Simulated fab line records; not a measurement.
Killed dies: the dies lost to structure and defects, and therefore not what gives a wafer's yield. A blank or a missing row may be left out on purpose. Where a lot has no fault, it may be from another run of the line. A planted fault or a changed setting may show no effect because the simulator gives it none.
Which tool was responsible? | flow gf180mcu | 12 lots (36 wafers sampled), 1 step of a 602-step route

== WHAT EACH GAUGE READ, for each wafer ==
GF_VT_IMPLANT_TW_MEAS_43.
lot  | measured     | on           | VT_IMPLANT_4_TW
L075 | day 7 17:51  | filmMetro-02 | 691 686 688
L077 | day 8 07:06  | filmMetro-03 | 687 691 695
L079 | day 8 21:24  | filmMetro-03 | 693 692 695
L081 | day 9 10:07  | filmMetro-03 | 692 689 689
L083 | day 10 01:39 | filmMetro-02 | 692 691 688
L085 | day 10 21:46 | filmMetro-03 | 689 690 692
L087 | day 11 09:53 | filmMetro-03 | 688 685 688
L089 | day 11 17:31 | filmMetro-01 | 692 696 691
L090 | day 12 07:06 | filmMetro-02 | 685 691 692
L093 | day 12 23:06 | filmMetro-03 | 689 688 693
L095 | day 13 08:46 | filmMetro-03 | 690 689 689
L097 | day 13 21:16 | filmMetro-03 | 692 693 694

== WHICH TOOL RAN EACH LOT (tool, then ch and the chambers of the sampled wafers, then the start) ==
No process step before these readings appears in the record.

== THE ANSWER, worked out from the rows above alone ==
Rule: usual is defined by the lots themselves. Put in order of their means at a reading, lots are off if they are a third of the lots or fewer, leave a main group of 4 or more, and stand apart from it by a gap of 3 or more times the standard deviation of the main group's means; of several such gaps the widest counts. If all means in a main group match to the digits the tables above print for the reading, that group is not used. Also off: a lot with no number at a reading for which 4 or more lots have one. Where the step has rows for the other lots, those lots are counted as sound.
No lot is off at any reading shown: from this, nothing can be told.

== WHAT HAD BEEN PUT IN BY THE SIMULATOR ==
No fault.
